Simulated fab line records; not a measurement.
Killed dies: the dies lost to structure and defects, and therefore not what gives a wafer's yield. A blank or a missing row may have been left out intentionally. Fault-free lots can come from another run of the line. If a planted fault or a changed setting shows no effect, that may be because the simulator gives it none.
A struck lot beside a sound one | flow sky130 | 15 steps out of a route of 708
Sound: wafers L451.2, L451.3, L451.4. Struck: wafers L464.3, L464.5, L464.6. The cause comes at the end.
At each step with rows: each side's tool, then ch and its chambers, then its first start. Under that, the readings that differ: sound wafers | struck wafers | difference of the means | sigmas: that difference in standard deviations of wafers without a fault.
alike: readings whose means differ by less than 2 such deviations, and words and numbers that are the same on both sides. not compared: withheld readings, readings that some wafer has no value for, bounds like >300 that may hide the same value, and numbers for which the record gives no deviation and whose values overlap.
The two part at a step that has a row with sigmas, a row that says differs or no value, or rows on one side only. Non-overlapping numbers with no deviation appear without sigmas and do not part them. A reading that every wafer of one side lacks parts them only if that side has two wafers or more.

SKY_VT_ADJUST_LVTN_OVL_MEAS_07:
  sound: overlay-02 at day 7 07:29; struck: overlay-01 at day 11 00:59
  alike: VT_ADJUST_LVTN_OVL
then, 1 step without rows for these wafers: SKY_VT_ADJUST_LVTN_IMPLANT_08.
SKY_VT_ADJUST_LVTN_STRIP_09: strips in O2/N2.
  sound on plasma-asher-02 ch 0,1, day 7 07:40; struck on plasma-asher-02 ch 0,1, day 11 01:12
  alike: drypump-motor-current-A, oes-product-au, strip-time-to-endpoint-s
  not compared: rf-hours-counter-h
SKY_VT_ADJUST_LVTN_TW_MEAS_10:
  sound: film-metro-02 at day 7 07:46; struck: film-metro-02 at day 11 01:17
  alike: VT_ADJUST_LVTN_TW
then, 7 steps without rows for these wafers: SKY_VT_ADJUST_LVTN_DEHYDRATE_11 (time 60 s); SKY_VT_ADJUST_LVTN_HMDS_12 (prime time 60 s); SKY_VT_ADJUST_LVTN_COAT_13 (resist thk 1140 nm); SKY_VT_ADJUST_LVTN_SOFTBAKE_14 (time 60 s); SKY_VT_ADJUST_LVTN_EXPOSE_15 (exposes mask HVN STD DERIVED, target cd 600 nm); SKY_VT_ADJUST_LVTN_PEB_16; SKY_VT_ADJUST_LVTN_DEVELOP_17 (develop time 60 s).
SKY_VT_ADJUST_LVTN_OVL_MEAS_18:
  sound: overlay-01 at day 8 03:48; struck: overlay-02 at day 12 00:51
  alike: VT_ADJUST_LVTN_01_OVL
SKY_VT_ADJUST_LVTN_IMPLANT_19:
  sound on implanter-02 ch 0, day 8 03:51; struck on implanter-04 ch 0, day 12 00:56
  reading                   | sound                | struck               | difference | sigmas
  beam-energy-keV           | 29.989 29.992 29.981 | 28.567 28.566 28.564 | -1.422     | -99 or more
  model.implant.rp-nm (nm)  | 96.36 96.36 96.36    | 94.29 94.29 94.29    | -2.07      |
  model.implant.drp-nm (nm) | 42.97 42.97 42.97    | 41.2 41.2 41.2       | -1.8       |
SKY_VT_ADJUST_LVTN_STRIP_20: strips in O2/N2.
  sound on plasma-asher-02 ch 0,1, day 8 03:59; struck on plasma-asher-01 ch 0,1, day 12 01:04
  alike: drypump-motor-current-A, oes-product-au, strip-time-to-endpoint-s
  not compared: rf-hours-counter-h
then, 1 step without rows for these wafers: SKY_PAD_OPEN_PROBE_99.

== WHERE THEY PART ==
SKY_VT_ADJUST_LVTN_IMPLANT_19 only, going by this record. Later steps at which nothing parts them and some readings are alike: SKY_VT_ADJUST_LVTN_STRIP_20.

WHY: what had been put in by the simulator
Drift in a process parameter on implanter-04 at SKY_VT_ADJUST_LVTN_IMPLANT_19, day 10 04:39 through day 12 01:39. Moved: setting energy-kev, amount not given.
